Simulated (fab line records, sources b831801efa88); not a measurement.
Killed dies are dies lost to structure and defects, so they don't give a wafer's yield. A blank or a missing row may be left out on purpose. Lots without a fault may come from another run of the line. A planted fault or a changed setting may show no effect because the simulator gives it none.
Which tool did it? | flow gf180mcu | 6 lots, 18 wafers sampled, at 1 step of a route of 602

WHAT THE GAUGES READ, wafer by wafer
GF_V3_RS_MEAS_24: measures by four-point-probe.
lot  | measured     | on            | V3_W_RS (ohm/sq)
L255 | day 22 15:00 | film_metro-03 | 0.3298 0.3343 0.3323
L257 | day 23 09:07 | film_metro-01 | 0.3269 0.3278 0.3287
L262 | day 25 05:02 | film_metro-03 | 0.3283 0.3293 0.3258
L267 | day 26 21:46 | film_metro-03 | 0.3323 0.3320 0.3319
L271 | day 28 09:07 | film_metro-03 | 0.3255 0.3268 0.3263
L273 | day 28 16:18 | film_metro-02 | 0.3283 0.3293 0.3305

WHICH TOOL RAN EACH LOT (tool, then ch and the chambers of the sampled wafers, then the start)
The record holds no process step before these readings.

THE ANSWER, worked out from the rows above alone
Rule: what is usual is taken from the lots themselves. Put in order of their means at a reading, lots are off if they are a third of the lots or fewer, leave a main group of 4 or more, and stand apart from it by a gap of 3 or more times the standard deviation of the main group's means; of several such gaps the widest counts. A main group whose means are all the same, to the digits that the tables above print for the reading, isn't used. A lot without any number at a reading at which 4 lots or more have one is off too. The other lots that the step has rows for count as sound.
No lot is off at any reading shown: from this, nothing can be told.

WHAT THE SIMULATOR HAD PUT IN
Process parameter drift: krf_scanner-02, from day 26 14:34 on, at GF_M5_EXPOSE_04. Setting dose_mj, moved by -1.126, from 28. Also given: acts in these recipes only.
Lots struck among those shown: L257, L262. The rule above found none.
